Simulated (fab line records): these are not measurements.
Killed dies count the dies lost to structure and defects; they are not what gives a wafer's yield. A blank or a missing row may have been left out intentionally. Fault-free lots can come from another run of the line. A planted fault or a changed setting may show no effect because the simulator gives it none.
2 desks looking at one fault | flow gf180mcu | every desk sees just its own numbers, and what lay behind them comes last

AT THE METROLOGY DESK
Means of the sampled wafers that have a number, per lot and without regard to the tool the lot ran on: this is what the gauges read. If a lot's mean is further than 4 standard deviations from the usual mean, the lot is out of limits and carries the mark OUT (the distance appears in the brackets).
Columns: A = STI_CVD_23_THK at GF_STI_THK_MEAS_24, usual 651 nm; B = MVSD_RS at GF_VT_IMPLANT_RS_MEAS_46, usual 456.6 ohm/sq; C = SAB_CVD_00_THK at GF_SAB_THK_MEAS_01, usual 50.2 nm
lot  | first seen here | A   | B     | C
L450 | day 2 08:22     | 645 | 456.4 | 50.9
L451 | day 2 15:31     | 651 | 455.9 | 50.3
L454 | day 3 06:53     | 650 | 456.0 | 50.5
L455 | day 3 10:14     | 653 | 457.5 | 50.5
L456 | day 3 16:32     | 649 | 458.6 | 50.1
L457 | day 3 20:28     | 652 | 455.7 | 50.1
L459 | day 4 07:37     | 648 | 455.2 | 50.8
L460 | day 4 12:46     | 644 | 456.2 | 49.9
L462 | day 4 21:25     | 656 | 456.6 | 50.6
L464 | day 5 08:20     | 652 | 460.0 | 50.0
L466 | day 5 21:25     | 651 | 460.8 | 50.8
L471 | day 6 20:15     | 646 | 455.0 | 50.3
L472 | day 7 02:01     | 640 | 457.5 | 50.1
This desk's verdict: no lot among the 13 shows anything out of limits.

TOOL OWNER'S DESK, implanter-02
For each lot that ran on this tool, the mean over its sampled wafers that have a number, from the tool's own readings at GF_MVSD_IMPLANT_09. If a lot's mean is further than 4 standard deviations from the usual mean, the lot is out of limits and carries the mark OUT (the distance appears in the brackets).
Columns: A = beam energy keV at GF_MVSD_IMPLANT_09, usual 100.01; B = faraday current uA at GF_MVSD_IMPLANT_09, usual 28.3
lot  | first seen here | A                        | B
L454 | day 5 17:47     | 100.02                   | 28.2
L455 | day 5 19:54     | 99.94                    | 28.5
L456 | day 6 02:54     | 99.98                    | 28.1
L460 | day 7 02:09     | 99.99                    | 28.6
L464 | day 8 03:51     | 116.73 (+99 or more) OUT | 28.2
L466 | day 8 16:53     | 116.70 (+99 or more) OUT | 28.5
Finding of this desk: L464, L466 out of limits; the first was L464 at day 8 03:51, on beam energy keV at GF_MVSD_IMPLANT_09. L454, L455, L456, L460: within limits.

PUT TOGETHER
At day 8 03:51, on L464, L466, the tool owner's desk was in a position to raise an alarm.
At the metrology desk, nothing out of limits was observed.
The metrology desk has L464, L466 on record, within its limits.
GF_MVSD_IMPLANT_09 was run on implanter-02 by each of the lots named.

WHAT HAD BEEN PUT IN BY THE SIMULATOR
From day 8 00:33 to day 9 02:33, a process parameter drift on implanter-02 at GF_MVSD_IMPLANT_09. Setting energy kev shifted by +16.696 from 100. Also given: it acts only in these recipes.
Lots struck among those shown: L464, L466.
Each desk's first reading out of limits, in hours after the fault started: the tool owner's desk, 3.
